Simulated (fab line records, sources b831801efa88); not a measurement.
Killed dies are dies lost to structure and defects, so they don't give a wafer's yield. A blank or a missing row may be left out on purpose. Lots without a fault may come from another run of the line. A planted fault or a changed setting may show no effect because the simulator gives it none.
Which tool did it? | flow sky130 | 6 lots, 18 wafers sampled, at 3 steps of a route of 708

WHAT THE GAUGES READ, wafer by wafer
SKY_LDD_HVN_TW_MEAS_10.
lot  | measured     | on            | LDD_HVN_TW
L818 | day 21 18:31 | film_metro-01 | 1429 1438 1429
L820 | day 22 20:06 | film_metro-02 | 1425 1416 1418
L822 | day 23 15:32 | film_metro-02 | 1430 1426 1423
L827 | day 25 06:22 | film_metro-02 | 1430 1430 1429
L831 | day 26 18:36 | film_metro-02 | 1412 1414 1412
L835 | day 27 16:13 | film_metro-02 | 1544 1542 1543

WHICH TOOL RAN EACH LOT (tool, then ch and the chambers of the sampled wafers, then the start)
lot  | SKY_VT_ADJUST_LVTN_STRIP_09          | SKY_LDD_HVN_IMPLANT_08
L818 | plasma_asher-04 ch 0,1, day 7 21:23  | implanter-03 ch 0, day 21 18:16
L820 | plasma_asher-04 ch 0,1, day 8 12:33  | implanter-04 ch 0, day 22 19:52
L822 | plasma_asher-01 ch 0,1, day 9 00:53  | implanter-04 ch 0, day 23 15:17
L827 | plasma_asher-01 ch 0,1, day 10 11:18 | implanter-04 ch 0, day 25 06:08
L831 | plasma_asher-01 ch 0,1, day 11 14:58 | implanter-02 ch 0, day 26 18:21
L835 | plasma_asher-04 ch 0,1, day 12 12:44 | implanter-03 ch 0, day 27 15:59
- SKY_VT_ADJUST_LVTN_STRIP_09: strips in O2/N2.
- SKY_LDD_HVN_IMPLANT_08

THE ANSWER, worked out from the rows above alone
Rule: what is usual is taken from the lots themselves. Put in order of their means at a reading, lots are off if they are a third of the lots or fewer, leave a main group of 4 or more, and stand apart from it by a gap of 3 or more times the standard deviation of the main group's means; of several such gaps the widest counts. A main group whose means are all the same, to the digits that the tables above print for the reading, isn't used. A lot without any number at a reading at which 4 lots or more have one is off too. The other lots that the step has rows for count as sound.
Off: L835, at SKY_LDD_HVN_TW_MEAS_10 (LDD_HVN_TW). The main group: mean 1424, standard deviation 7.1.
A tool fits if, at a process step before that reading, it ran every lot that is off, and no sound lot after the first of them. The gauges at SKY_LDD_HVN_TW_MEAS_10 are tried like those tools. Can't be told from this: 3 tools fit, plasma_asher-04 at SKY_VT_ADJUST_LVTN_STRIP_09, implanter-03 at SKY_LDD_HVN_IMPLANT_08, film_metro-02 at SKY_LDD_HVN_TW_MEAS_10.

WHAT THE SIMULATOR HAD PUT IN
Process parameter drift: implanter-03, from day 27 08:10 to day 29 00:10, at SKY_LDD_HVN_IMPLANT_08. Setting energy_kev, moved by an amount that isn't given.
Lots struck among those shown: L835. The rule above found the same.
